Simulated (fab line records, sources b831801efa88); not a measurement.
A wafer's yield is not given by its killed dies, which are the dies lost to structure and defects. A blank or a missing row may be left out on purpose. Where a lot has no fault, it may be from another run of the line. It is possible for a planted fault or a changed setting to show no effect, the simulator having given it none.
A lot that was struck, set against a sound lot / flow sky130 / 17 steps out of a route of 708
Sound: wafers L459.3, L459.4, L459.6. Struck: wafer L443.2 (left out: L443.3, L443.5 of the same lot, which were not struck); the cause appears at the end.
Per side, at each step with rows, come the tool, then ch with its chambers, and then its first start. Under that, the readings that differ: sound wafers / struck wafers / difference of the means / sigmas: that difference in standard deviations of wafers without a fault.
alike: words and numbers the same on both sides, and readings whose means are apart by under 2 such deviations; not compared: readings that were withheld, readings missing a value for some wafer, numbers with overlapping values and no deviation given by the record, and bounds like >300 which may hide the same value.
A row with sigmas, a row that says differs or no value, or rows on one side alone: a step with any of these is where the two part. Numbers that have no deviation but don't overlap get no sigmas and don't part them. A reading missing from all wafers of one side parts the sides only when that side holds two or more wafers.

first, 2 steps without rows for these wafers: SKY_LOCAL_INTERCONNECT_PEB_09; SKY_LOCAL_INTERCONNECT_DEVELOP_10 (develop time 60 s).
SKY_LOCAL_INTERCONNECT_CD_MEAS_11: the cd target is 170 nm.
  sound on cd sem-02 at day 36 05:31; struck on cd sem-01 at day 31 02:09
  alike: cd nm
SKY_LOCAL_INTERCONNECT_OVL_MEAS_12:
  sound on overlay-01 at day 36 05:37; struck on overlay-01 at day 31 02:15
  alike: LOCAL_INTERCONNECT_OVL
SKY_LOCAL_INTERCONNECT_ETCH_13: etches BARC in N2/H2, stops on SiO2, time 45.9 s, target depth 60 nm.
  sound on rie metal-03 ch 0,1, day 36 05:39; struck on rie metal-01 ch 0, day 31 02:18
  alike: drypump motor current A, oes product au, throttle valve pct
  not compared: rf hours counter h
SKY_LOCAL_INTERCONNECT_METAL_ETCH_14: etches TiN in Cl2/BCl3, stops on PSG, target depth 110 nm, time 31.4 s.
  sound on rie metal-03 ch 0,1, day 36 05:43; struck on rie metal-01 ch 0, day 31 02:26
  alike: drypump motor current A, oes product au, throttle valve pct
  not compared: rf hours counter h
SKY_LOCAL_INTERCONNECT_STRIP_15: strips in O2/N2.
  sound on plasma asher-03 ch 0,1, day 36 05:47; struck on plasma asher-03 ch 1, day 31 02:31
reading=rf hours counter h (h); sound=- - -; struck=89; difference=no value on the sound wafers; sigmas=
  alike: drypump motor current A, oes product au, strip time to endpoint s
then, 3 steps without rows for these wafers: SKY_LOCAL_INTERCONNECT_STRIP_16 (strips in post etch residue remover, time 1200 s); SKY_LOCAL_INTERCONNECT_CLEAN_17 (cleans in IPA, time 180 s); SKY_LOCAL_INTERCONNECT_CLEAN_18 (cleans in O3/DIW).
SKY_CONTACT_CVD_00: deposits Si3N4, target thk 75 nm.
  sound on pecvd-04 ch 1,2, day 36 06:21; struck on pecvd-03 ch 1, day 31 03:06
reading=heater power w (W); sound=1022 1018 556; struck=582; difference=-283; sigmas=-2
SKY_CONTACT_THK_MEAS_01:
  sound on film metro-04 at day 36 06:24; struck on film metro-01 at day 31 03:09
  alike: CONTACT_CVD_00_THK
SKY_CONTACT_HDPCVD_02: deposits SiO2, target thk 565 nm, time 94.2 s.
  sound on hdpcvd-01 ch 0,1, day 36 06:26; struck on hdpcvd-02 ch 0, day 31 03:12
reading=sih4 flow sccm (sccm); sound=59.86 59.76 59.85; struck=47.82; difference=-12.00; sigmas=-67
reading=model.SiO2_of_CONTACT_HDPCVD_02.thk nm (nm); sound=565.5 570.6 560.4; struck=445.4; difference=-120.1; sigmas=
SKY_CONTACT_THK_MEAS_03:
  sound on film metro-01 at day 36 06:32; struck on film metro-04 at day 31 03:17
reading=CONTACT_HDPCVD_THK (nm); sound=565 570 560; struck=445; difference=-120; sigmas=-23
SKY_CONTACT_CMP_04: polishes SiO2.
  sound on cmp-02 ch 1,3, day 36 06:34; struck on cmp-01 ch 2, day 31 03:23
reading=time to endpoint s (s); sound=84 82 80; struck=37; difference=-45; sigmas=-11
  alike: motor current A, slurry filter dp kPa, slurry flow ml min
SKY_CONTACT_BOW_MEAS_05:
  sound on film metro-02 at day 36 06:55; struck on film metro-01 at day 31 03:39
  alike: CONTACT_BOW
SKY_PAD_OPEN_PROBE_99:
  sound wafers here have rows in the record (prober-02, day 50 01:06); struck ones have none

== WHERE THEY PART ==
Last at SKY_PAD_OPEN_PROBE_99 as far as this record goes, first at SKY_LOCAL_INTERCONNECT_STRIP_15.

WHY: the cause the simulator had injected
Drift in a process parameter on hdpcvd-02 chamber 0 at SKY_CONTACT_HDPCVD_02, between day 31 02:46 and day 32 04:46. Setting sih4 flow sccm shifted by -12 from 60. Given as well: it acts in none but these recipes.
